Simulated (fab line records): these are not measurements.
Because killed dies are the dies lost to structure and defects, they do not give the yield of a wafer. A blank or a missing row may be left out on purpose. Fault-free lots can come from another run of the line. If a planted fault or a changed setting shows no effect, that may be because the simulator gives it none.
Which tool is to blame? + flow sky130 + 24 lots, 72 wafers sampled, at 5 steps of a route of 708

## WHAT EACH GAUGE READ, for each wafer
SKY_FIELD_ISO_THK_MEAS_25.
| lot  | measured    | on            | FIELD_ISO_CVD_24_THK (nm) |
|------|-------------|---------------|---------------------------|
| L074 | day 2 05:56 | film metro-03 | 597 591 598               |
| L075 | day 2 11:50 | film metro-03 | 590 598 578               |
| L076 | day 2 16:48 | film metro-03 | 583 576 587               |
| L077 | day 3 01:19 | film metro-02 | 602 588 597               |
| L078 | day 3 07:26 | film metro-04 | 594 596 605               |
| L079 | day 3 11:15 | film metro-02 | 577 592 592               |
| L080 | day 3 15:53 | film metro-04 | 596 602 608               |
| L081 | day 3 22:44 | film metro-04 | 602 607 605               |
| L082 | day 4 01:38 | film metro-03 | 593 594 611               |
| L083 | day 4 06:59 | film metro-03 | 592 600 602               |
| L084 | day 4 13:53 | film metro-03 | 595 600 591               |
| L085 | day 4 17:32 | film metro-02 | 579 594 597               |
| L086 | day 4 21:56 | film metro-04 | 585 587 579               |
| L087 | day 5 05:31 | film metro-04 | 589 598 594               |
| L088 | day 5 10:19 | film metro-04 | 585 598 600               |
| L089 | day 5 13:20 | film metro-04 | 594 597 598               |
| L090 | day 5 20:52 | film metro-03 | 592 574 593               |
| L091 | day 5 23:17 | film metro-04 | 570 602 589               |
| L092 | day 6 07:32 | film metro-02 | 598 602 594               |
| L093 | day 6 11:28 | film metro-04 | 594 590 587               |
| L094 | day 6 16:26 | film metro-03 | 595 597 586               |
| L095 | day 6 19:55 | film metro-03 | 600 594 580               |
| L096 | day 7 03:56 | film metro-03 | 573 599 594               |
| L097 | day 7 08:56 | film metro-04 | 588 584 594               |

SKY_POLY_GATE_OVL_MEAS_14.
| lot  | measured     | on         | POLY_GATE_OVL (nm) |
|------|--------------|------------|--------------------|
| L074 | day 16 00:11 | overlay-02 | 12 3 8             |
| L075 | day 16 10:52 | overlay-02 | -4 1 -5            |
| L076 | day 16 18:44 | overlay-01 | 9 -11 -10          |
| L077 | day 19 00:48 | overlay-02 | 0 -8 -6            |
| L078 | day 19 01:09 | overlay-02 | 0 -14 -9           |
| L079 | day 18 20:00 | overlay-02 | 3 -4 -10           |
| L080 | day 19 06:32 | overlay-01 | -14 1 -7           |
| L081 | day 19 05:53 | overlay-02 | 7 -6 -6            |
| L082 | day 19 09:53 | overlay-01 | 0 9 -2             |
| L083 | day 21 02:00 | overlay-01 | -1 3 -7            |
| L084 | day 21 03:32 | overlay-01 | -8 2 -13           |
| L085 | day 21 03:41 | overlay-01 | 7 0 -4             |
| L086 | day 21 04:47 | overlay-01 | -2 9 6             |
| L087 | day 21 06:32 | overlay-01 | -1 -9 -5           |
| L088 | day 21 13:32 | overlay-02 | 7 -7 -4            |
| L089 | day 21 13:12 | overlay-02 | -10 -6 0           |
| L090 | day 22 03:29 | overlay-01 | 7 -8 1             |
| L091 | day 22 07:48 | overlay-02 | -2 -3 1            |
| L092 | day 22 17:54 | overlay-01 | -4 8 2             |
| L093 | day 23 10:50 | overlay-02 | -10 -11 -7         |
| L094 | day 23 08:05 | overlay-01 | 0 6 1              |
| L095 | day 23 12:35 | overlay-02 | 3 -9 -1            |
| L096 | day 24 07:08 | overlay-02 | 6 -1 9             |
| L097 | day 24 08:18 | overlay-02 | -4 -5 9            |

SKY_CONTACT_THK_MEAS_01.
| lot  | measured     | on            | CONTACT_CVD_00_THK (nm) |
|------|--------------|---------------|-------------------------|
| L074 | day 30 06:43 | film metro-02 | 73.2 73.6 74.7          |
| L075 | day 30 09:48 | film metro-04 | 73.4 75.0 76.3          |
| L076 | day 30 19:35 | film metro-02 | 71.8 74.2 72.6          |
| L077 | day 32 18:17 | film metro-02 | 73.0 74.3 73.6          |
| L078 | day 32 18:27 | film metro-02 | 74.6 74.8 74.3          |
| L079 | day 32 14:03 | film metro-04 | 75.7 74.1 75.8          |
| L080 | day 32 21:10 | film metro-03 | 74.3 72.8 74.5          |
| L081 | day 32 18:52 | film metro-04 | 73.1 74.6 73.6          |
| L082 | day 33 03:47 | film metro-04 | 72.9 73.3 74.4          |
| L083 | day 34 13:08 | film metro-04 | 75.4 76.1 75.3          |
| L084 | day 34 14:14 | film metro-02 | 73.9 73.3 74.2          |
| L085 | day 34 18:46 | film metro-04 | 72.6 73.4 74.1          |
| L086 | day 34 16:38 | film metro-02 | 74.3 75.5 76.1          |
| L087 | day 34 19:13 | film metro-03 | 74.1 71.4 75.5          |
| L088 | day 35 02:19 | film metro-02 | 73.6 73.1 73.7          |
| L089 | day 35 01:39 | film metro-02 | 73.3 74.7 75.5          |
| L090 | day 35 12:15 | film metro-02 | 75.8 75.3 77.6          |
| L091 | day 35 16:13 | film metro-03 | 73.1 74.5 75.4          |
| L092 | day 36 01:38 | film metro-02 | 73.0 74.3 75.8          |
| L093 | day 36 17:14 | film metro-03 | 73.7 74.9 76.9          |
| L094 | day 36 13:02 | film metro-02 | 72.8 73.4 74.1          |
| L095 | day 36 18:51 | film metro-04 | 72.9 72.7 72.3          |
| L096 | day 37 09:49 | film metro-02 | 73.4 72.9 74.3          |
| L097 | day 37 10:40 | film metro-02 | 73.7 72.8 74.3          |

## TOOL THAT RAN EACH LOT (tool first, then ch and the chambers of the sampled wafers, then the start)
| lot  | SKY_POLY_CUT_ETCH_10               | SKY_CONTACT_CVD_00              |
|------|------------------------------------|---------------------------------|
| L074 | rie diel-04 ch 0,1,3, day 24 00:19 | pecvd-01 ch 0,1,2, day 30 06:35 |
| L075 | rie diel-03 ch 0,1,3, day 24 02:55 | pecvd-04 ch 0,2, day 30 09:45   |
| L076 | rie diel-04 ch 1,3, day 24 10:11   | pecvd-03 ch 1,2, day 30 19:32   |
| L077 | rie diel-03 ch 0,1,3, day 26 14:22 | pecvd-01 ch 0,2, day 32 18:14   |
| L078 | rie diel-01 ch 0,1, day 26 15:41   | pecvd-04 ch 1,2, day 32 18:25   |
| L079 | rie diel-01 ch 0,2,3, day 26 11:52 | pecvd-04 ch 0,1,2, day 32 14:01 |
| L080 | rie diel-03 ch 0,2,3, day 26 19:19 | pecvd-04 ch 0,1, day 32 21:07   |
| L081 | rie diel-01 ch 0,1,3, day 26 17:58 | pecvd-03 ch 0,2, day 32 18:49   |
| L082 | rie diel-03 ch 1,3, day 27 04:04   | pecvd-01 ch 1,2, day 33 03:44   |
| L083 | rie diel-03 ch 0,1, day 28 16:25   | pecvd-01 ch 0,1,2, day 34 13:05 |
| L084 | rie diel-04 ch 1,2, day 28 17:07   | pecvd-03 ch 0,1,2, day 34 14:11 |
| L085 | rie diel-03 ch 0,1,3, day 28 20:55 | pecvd-03 ch 0,1, day 34 18:43   |
| L086 | rie diel-03 ch 0,2, day 28 18:52   | pecvd-01 ch 0,1, day 34 16:34   |
| L087 | rie diel-01 ch 1,3, day 28 22:14   | pecvd-04 ch 1,2, day 34 19:11   |
| L088 | rie diel-04 ch 1,3, day 29 04:22   | pecvd-03 ch 0,1,2, day 35 02:17 |
| L089 | rie diel-01 ch 0,1, day 29 03:38   | pecvd-01 ch 0,1,2, day 35 01:37 |
| L090 | rie diel-03 ch 1,2, day 29 17:13   | pecvd-01 ch 0,2, day 35 12:13   |
| L091 | rie diel-01 ch 0,3, day 29 20:22   | pecvd-03 ch 0,2, day 35 16:11   |
| L092 | rie diel-04 ch 0,1,2, day 30 07:04 | pecvd-04 ch 0,1, day 36 01:35   |
| L093 | rie diel-03 ch 1,2,3, day 30 22:34 | pecvd-01 ch 1,2, day 36 17:12   |
| L094 | rie diel-03 ch 1,2, day 30 18:32   | pecvd-03 ch 0,2, day 36 12:59   |
| L095 | rie diel-01 ch 1,2,3, day 31 00:19 | pecvd-03 ch 0,1,2, day 36 18:49 |
| L096 | rie diel-04 ch 0,1,3, day 31 16:13 | pecvd-04 ch 1,2, day 37 09:47   |
| L097 | rie diel-01 ch 0,1,2, day 31 16:23 | pecvd-03 ch 0,1, day 37 10:38   |
- SKY_POLY_CUT_ETCH_10: etches BARC in N2/H2, stops on SiO2, time 45.9 s, target depth 60 nm.
- SKY_CONTACT_CVD_00: deposits Si3N4, target thk 75 nm.

## AS READ BY THE TOOLS THEMSELVES (means over the sampled wafers that have a number; for cases with no such wafer, the mark the record gives instead)
SKY_POLY_CUT_ETCH_10.
| lot  | tool        | drypump motor current A (A) | n2 flow sccm (sccm) | oes product au (a.u.) | throttle valve pct (%) |
|------|-------------|-----------------------------|---------------------|-----------------------|------------------------|
| L074 | rie diel-04 | 5.4                         | 100.1               | 0.852                 | 13.225                 |
| L075 | rie diel-03 | 6.0                         | 100.3               | 0.856                 | 13.232                 |
| L076 | rie diel-04 | 5.3                         | 100.3               | 0.854                 | 13.230                 |
| L077 | rie diel-03 | 6.0                         | 100.1               | 0.854                 | 13.223                 |
| L078 | rie diel-01 | 5.4                         | 100.0               | 0.860                 | 13.228                 |
| L079 | rie diel-01 | 5.6                         | 100.2               | 0.855                 | 13.228                 |
| L080 | rie diel-03 | 6.1                         | 99.9                | 0.860                 | 13.226                 |
| L081 | rie diel-01 | 5.6                         | 100.1               | 0.850                 | 13.232                 |
| L082 | rie diel-03 | 5.7                         | 100.3               | 0.855                 | 13.234                 |
| L083 | rie diel-03 | 6.0                         | 99.7                | 0.858                 | 13.230                 |
| L084 | rie diel-04 | 5.0                         | 99.6                | 0.854                 | 13.224                 |
| L085 | rie diel-03 | 6.0                         | 100.0               | 0.863                 | 13.221                 |
| L086 | rie diel-03 | 6.4                         | 100.4               | 0.857                 | 13.224                 |
| L087 | rie diel-01 | 5.5                         | 100.3               | 0.855                 | 13.221                 |
| L088 | rie diel-04 | 5.3                         | 100.0               | 0.854                 | 13.218                 |
| L089 | rie diel-01 | 5.3                         | 99.9                | 0.856                 | 13.228                 |
| L090 | rie diel-03 | 6.0                         | 100.0               | 0.858                 | 13.229                 |
| L091 | rie diel-01 | 6.0                         | 100.0               | 0.856                 | 13.223                 |
| L092 | rie diel-04 | 5.3                         | 100.2               | 0.856                 | 13.227                 |
| L093 | rie diel-03 | 5.8                         | 100.4               | 0.853                 | 13.234                 |
| L094 | rie diel-03 | 6.0                         | 100.2               | 0.856                 | 13.229                 |
| L095 | rie diel-01 | 5.4                         | 99.8                | 0.853                 | 13.218                 |
| L096 | rie diel-04 | 5.4                         | 100.0               | 0.854                 | 13.217                 |
| L097 | rie diel-01 | 5.2                         | 100.3               | 0.860                 | 13.220                 |

SKY_CONTACT_CVD_00.
| lot  | tool     | heater power w (W) |
|------|----------|--------------------|
| L074 | pecvd-01 | 635                |
| L075 | pecvd-04 | 754                |
| L076 | pecvd-03 | 666                |
| L077 | pecvd-01 | 741                |
| L078 | pecvd-04 | 670                |
| L079 | pecvd-04 | 696                |
| L080 | pecvd-04 | 775                |
| L081 | pecvd-03 | 757                |
| L082 | pecvd-01 | 707                |
| L083 | pecvd-01 | 643                |
| L084 | pecvd-03 | 751                |
| L085 | pecvd-03 | 796                |
| L086 | pecvd-01 | 600                |
| L087 | pecvd-04 | 661                |
| L088 | pecvd-03 | 768                |
| L089 | pecvd-01 | 689                |
| L090 | pecvd-01 | 742                |
| L091 | pecvd-03 | 808                |
| L092 | pecvd-04 | 705                |
| L093 | pecvd-01 | 587                |
| L094 | pecvd-03 | 802                |
| L095 | pecvd-03 | 657                |
| L096 | pecvd-04 | 643                |
| L097 | pecvd-03 | 719                |

## THE ANSWER, worked out from the rows above alone
Rule: the usual values come from the lots themselves. Put in order of their means at a reading, lots are off if they are a third of the lots or fewer, leave a main group of 4 or more, and stand apart from it by a gap of 3 or more times the standard deviation of the main group's means; of several such gaps the widest counts. If all means in a main group match to the digits the tables above print for the reading, that group is not used. Also off: a lot with no number at a reading for which 4 or more lots have one. Where the step has rows for the other lots, those lots are counted as sound. Order of review: gauges by route order, followed by the tools' own readings, for which a lot's mean as printed above is used. At the first step where some lot is off, the reading lying furthest off is the one used; lots without a number count as furthest.
None of the lots is off at any reading shown; this tells nothing.

## WHAT THE SIMULATOR HAD INSERTED
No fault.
